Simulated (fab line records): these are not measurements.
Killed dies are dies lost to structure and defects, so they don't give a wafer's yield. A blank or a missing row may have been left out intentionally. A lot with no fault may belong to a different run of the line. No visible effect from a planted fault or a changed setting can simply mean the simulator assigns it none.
Code-filled problem report in 8D (eight disciplines) form	flow sky130	the parts of the form that need people (team, actions taken, sign-off) are left out

1. PROBLEM STATEMENT
Wafers without a fault read 0.864 a.u., standard deviation 0.0074; oes-product-au at SKY_METAL4_METAL_ETCH_18 reads a mean of 0.697 a.u. on 6 wafers belonging to 2 lots. Measured from the usual mean, that is -23 standard deviations.
The step: etches the open film in Cl2/BCl3, stops on SiO2, target depth 845 nm, time 183.1 s.
The first sign was on wafer L455.1 at day 46 13:05, on rie-metal-04. Wafers with a number at this step in the record: 33, from 11 lots. Rule for "out", or "out of limits": more than 4 standard deviations from the usual mean. The rest of the wafers with a number are treated as sound.

2. WHAT IT IS; WHAT IT IS NOT
question	is	is not
which readings at this step	oes-product-au	drypump-motor-current-A, throttle-valve-pct
which lots	L455, L456	L445, L446, L448, L450, L451, L461, L463, L464, L465
which wafers of those lots	all that have a number	-
read on which tools	rie-metal-04	rie-metal-01, rie-metal-03
when	from day 46 13:05	up to then (15 sound wafers); but 12 sound wafers of L461, L463, L464, L465 came after

3. SUSPECTS, AND WHAT RULES EACH OUT
Counting: a tool at a process step up to the reading stays a suspect if it ran every lot that is out and no sound lot after the first of them.
- rie-metal-04 at SKY_METAL4_METAL_ETCH_18 (etches the open film in Cl2/BCl3, stops on SiO2, target depth 845 nm, time 183.1 s): kept. It ran every lot that is out, first L455 (day 46 13:05), and no sound lot after that; its last sound lot up to then is L451 (day 43 18:10). On those wafers its own readings are out: oes-product-au.
Remaining after the count: rie-metal-04 at SKY_METAL4_METAL_ETCH_18.

4. THE CAUSE (what the simulator had put in)
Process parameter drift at SKY_METAL4_METAL_ETCH_18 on rie-metal-04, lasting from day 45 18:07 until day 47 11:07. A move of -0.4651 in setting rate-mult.
Only this tool survived the counting.

5. THE EFFECT CHAIN, in route order
One row per reading whose mean, taken over the struck wafers that have a number, lies over 3 standard deviations from the usual. Only readings whose record carries a usual standard deviation are examined. hours: median over the lots of the time between each lot's start at the first step of this table that gives one and its start at this step. sigmas: the change, counted in usual standard deviations.
hours	step	reading	usual	on struck wafers	change	sigmas
0	SKY_METAL4_METAL_ETCH_18	oes-product-au	0.864 a.u.	0.697	-0.167	-23
0	SKY_METAL4_STRIP_19	oes-product-au	0.505 a.u.	0.609	+0.104	+19
0	SKY_METAL4_STRIP_19	strip-time-to-endpoint-s	6.60 s	9.17	+2.57	+30
82	SKY_PAD_OPEN_PROBE_99	defect-limited-yield	82.6 %	0.0	-82.6	-41
82	SKY_PAD_OPEN_PROBE_99	killed_at_M4_up	3.4	407.8	+404.4	+99 or more
82	SKY_PAD_OPEN_PROBE_99	killed-dies	86	492	+406	+42
82	SKY_PAD_OPEN_PROBE_99	killed-on-rim	17	96	+79	+21
82	SKY_PAD_OPEN_PROBE_99	sort_bin_5_function	10.4 %	93.0	+82.6	+59
82	SKY_PAD_OPEN_PROBE_99	sort-n-pass	406	0	-406	-42
82	SKY_PAD_OPEN_PROBE_99	sort-yield-pct	82.6 %	0.0	-82.6	-41
It contains these process steps:
- SKY_METAL4_METAL_ETCH_18: etches the open film in Cl2/BCl3, stops on SiO2, target depth 845 nm, time 183.1 s.
- SKY_METAL4_STRIP_19: strips in O2/N2.
- SKY_PAD_OPEN_PROBE_99

6. HOW IT WOULD HAVE BEEN CAUGHT EARLIER
First out-of-limits reading in this record: day 46 13:05, which is 19 hours after fault onset at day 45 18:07.
